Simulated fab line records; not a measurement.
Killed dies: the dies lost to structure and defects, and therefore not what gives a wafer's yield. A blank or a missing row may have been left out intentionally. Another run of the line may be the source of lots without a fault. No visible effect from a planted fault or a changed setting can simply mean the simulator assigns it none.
What tool caused it? -- flow sky130 -- Sampling: 13 lots, 39 wafers, 4 of 708 route steps

## WHAT EACH GAUGE READ, for each wafer
SKY_FIELD_ISO_THK_MEAS_02. Usual: FIELD_ISO_OXIDATION_00_THK 12.08 nm, standard deviation 0.26.
lot,measured,on,FIELD_ISO_OXIDATION_00_THK (nm),flag
L130,day 1 16:46,film_metro-03,12.23 12.25 12.19,
L131,day 1 21:38,film_metro-03,12.16 12.24 12.29,
L132,day 2 02:39,film_metro-03,12.06 12.40 11.91,
L134,day 2 12:57,film_metro-03,11.73 12.03 11.98,
L135,day 2 19:43,film_metro-01,12.31 12.06 12.09,
L137,day 3 03:49,film_metro-03,12.30 12.31 12.51,
L136,day 3 03:50,film_metro-02,12.39 12.32 12.17,
L138,day 3 10:35,film_metro-01,12.33 12.38 12.48,
L139,day 3 15:00,film_metro-03,12.63 12.54 12.47,
L144,day 4 15:13,film_metro-03,11.46 11.29 11.40,
L149,day 5 18:19,film_metro-02,11.77 11.94 11.86,
L150,day 6 04:12,film_metro-02,11.96 12.21 12.00,
L152,day 6 11:02,film_metro-02,11.86 12.00 12.00,

SKY_VT_ADJUST_LVTN_OVL_MEAS_18. Usual: VT_ADJUST_LVTN_01_OVL 0.8 nm, standard deviation 1.6.
lot,measured,on,VT_ADJUST_LVTN_01_OVL (nm),flag
L130,day 8 07:50,overlay-02,-0.5 -0.2 -0.5,
L131,day 8 13:19,overlay-01,1.8 0.0 0.7,
L132,day 8 23:21,overlay-01,1.5 0.0 1.6,
L134,day 9 04:33,overlay-01,3.3 2.6 3.3,
L135,day 9 13:38,overlay-01,1.1 2.7 0.6,
L137,day 9 22:20,overlay-02,-0.9 -1.5 0.4,
L136,day 9 22:07,overlay-01,1.3 2.6 0.9,
L138,day 10 11:29,overlay-02,-3.3 -0.2 -1.7,
L139,day 10 19:40,overlay-02,2.9 0.3 0.8,
L144,day 12 22:48,overlay-01,2.0 0.3 -1.0,
L149,day 14 01:14,overlay-01,1.6 0.0 0.6,
L150,day 14 05:22,overlay-01,1.5 0.4 2.5,
L152,day 14 14:59,overlay-02,-1.7 -0.5 0.0,

SKY_LDD_N_OVL_MEAS_07. Usual: LDD_N_OVL 0.2 nm, standard deviation 1.4.
lot,measured,on,LDD_N_OVL (nm),flag
L130,day 18 10:29,overlay-02,-1.3 -1.0 -0.8,
L131,day 18 19:29,overlay-01,2.6 1.6 1.2,
L132,day 19 12:43,overlay-01,-1.3 -1.8 -0.9,
L134,day 19 14:26,overlay-01,1.1 1.1 0.7,
L135,day 20 09:28,overlay-02,-0.1 -0.5 0.7,
L137,day 20 22:17,overlay-02,-0.7 -2.1 -0.2,
L136,day 20 22:06,overlay-01,-0.8 -0.9 -0.1,
L138,day 21 15:34,overlay-02,-0.2 2.4 0.1,
L139,day 22 02:05,overlay-02,-0.1 1.8 -0.5,
L149,day 26 00:07,overlay-01,1.5 2.1 1.7,
L150,day 26 07:46,overlay-02,1.8 1.7 0.0,
L152,day 26 14:40,overlay-01,0.4 -0.8 -0.8,

## WHAT TOOL EACH LOT RAN ON (gives the tool, then ch and the chambers of the sampled wafers, and finally the start)
lot,SKY_GATE_OXIDE_STRIP_13
L130,"plasma_asher-01 ch 0,1, day 14 13:55"
L131,"plasma_asher-03 ch 0,1, day 14 21:17"
L132,"plasma_asher-02 ch 0,1, day 15 09:39"
L134,"plasma_asher-02 ch 0,1, day 15 12:30"
L135,"plasma_asher-02 ch 0,1, day 16 05:19"
L137,"plasma_asher-02 ch 1, day 16 18:56"
L136,"plasma_asher-02 ch 0,1, day 16 14:47"
L138,"plasma_asher-03 ch 0,1, day 17 06:32"
L139,"plasma_asher-02 ch 0,1, day 17 16:53"
L144,"plasma_asher-01 ch 0,1, day 20 09:04"
L149,"plasma_asher-02 ch 0,1, day 21 20:16"
L150,"plasma_asher-03 ch 0,1, day 22 03:36"
L152,"plasma_asher-01 ch 0,1, day 22 12:43"
- SKY_GATE_OXIDE_STRIP_13: strips in O2/N2.

## AS READ BY THE TOOLS THEMSELVES (means over the sampled wafers that have a number; for cases with no such wafer, the mark the record gives instead)
SKY_GATE_OXIDE_STRIP_13. Usual: drypump_motor_current_A 5.5 A, standard deviation 0.44; oes_product_au 0.715 a.u., standard deviation 0.0041; strip_time_to_endpoint_s 14.17 s, standard deviation 0.039.
lot,tool,drypump_motor_current_A (A),oes_product_au (a.u.),strip_time_to_endpoint_s (s),flag
L130,plasma_asher-01,5.1,0.716,14.18,
L131,plasma_asher-03,6.0,0.715,14.21,
L132,plasma_asher-02,5.3,0.716,14.16,
L134,plasma_asher-02,5.3,0.714,14.16,
L135,plasma_asher-02,5.4,0.715,14.20,
L137,plasma_asher-02,5.6,0.713,14.23,
L136,plasma_asher-02,5.4,0.718,14.20,
L138,plasma_asher-03,6.1,0.721,14.22,
L139,plasma_asher-02,5.4,0.720,14.17,
L144,plasma_asher-01,5.4,0.945,-,OFF
L149,plasma_asher-02,5.4,0.715,14.20,
L150,plasma_asher-03,6.2,0.717,14.17,
L152,plasma_asher-01,5.4,0.720,14.19,

## THE ANSWER, worked out from the rows above alone
Rule: take the mean of a lot's wafers that have a number; if it is more than 3 standard deviations from the usual mean, the lot is off. A lot without any number at a reading at which 4 lots or more have one is off too. The other lots that the step has rows for count as sound. Order of review: gauges by route order, followed by the tools' own readings, for which a lot's mean as printed above is used. At the first step where some lot is off, the reading lying furthest off is the one used; lots without a number count as furthest.
Off: L144 (SKY_GATE_OXIDE_STRIP_13, strip_time_to_endpoint_s). Without a number there: L144.
If a tool, at that step or one of the process steps before it, ran each lot that is off and ran no sound lot following the first of them, it fits. Of those tried, none fits.

## WHAT THE SIMULATOR HAD PUT IN
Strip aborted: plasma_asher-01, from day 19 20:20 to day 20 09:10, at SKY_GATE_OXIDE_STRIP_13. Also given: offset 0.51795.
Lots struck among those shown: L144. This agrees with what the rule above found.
